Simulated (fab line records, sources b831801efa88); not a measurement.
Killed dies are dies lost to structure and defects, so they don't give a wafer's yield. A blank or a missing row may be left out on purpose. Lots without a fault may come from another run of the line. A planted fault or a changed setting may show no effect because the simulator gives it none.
Which tool did it? | flow sky130 | 12 lots, 36 wafers sampled, at 1 step of a route of 708

WHAT THE GAUGES READ, wafer by wafer
SKY_DNWELL_TW_MEAS_09.
lot  | measured    | on            | DNWELL_TW
L076 | day 3 14:10 | film_metro-03 | 1100 1099 1104
L077 | day 3 20:10 | film_metro-01 | 1106 1106 1108
L079 | day 4 07:41 | film_metro-02 | 1117 1109 1116
L081 | day 4 21:32 | film_metro-02 | 1102 1107 1105
L083 | day 5 06:26 | film_metro-03 | 1109 1110 1113
L085 | day 5 17:21 | film_metro-01 | 1107 1108 1110
L087 | day 6 01:32 | film_metro-02 | 1098 1097 1094
L089 | day 6 11:44 | film_metro-02 | 1097 1098 1101
L091 | day 6 23:36 | film_metro-01 | 1107 1110 1109
L093 | day 7 09:29 | film_metro-03 | 1104 1100 1106
L095 | day 8 01:14 | film_metro-02 | 1112 1105 1112
L097 | day 8 07:12 | film_metro-02 | 1108 1108 1108

WHICH TOOL RAN EACH LOT (tool, then ch and the chambers of the sampled wafers, then the start)
The record holds no process step before these readings.

THE ANSWER, worked out from the rows above alone
Rule: what is usual is taken from the lots themselves. Put in order of their means at a reading, lots are off if they are a third of the lots or fewer, leave a main group of 4 or more, and stand apart from it by a gap of 3 or more times the standard deviation of the main group's means; of several such gaps the widest counts. A main group whose means are all the same, to the digits that the tables above print for the reading, isn't used. A lot without any number at a reading at which 4 lots or more have one is off too. The other lots that the step has rows for count as sound.
No lot is off at any reading shown: from this, nothing can be told.

WHAT THE SIMULATOR HAD PUT IN
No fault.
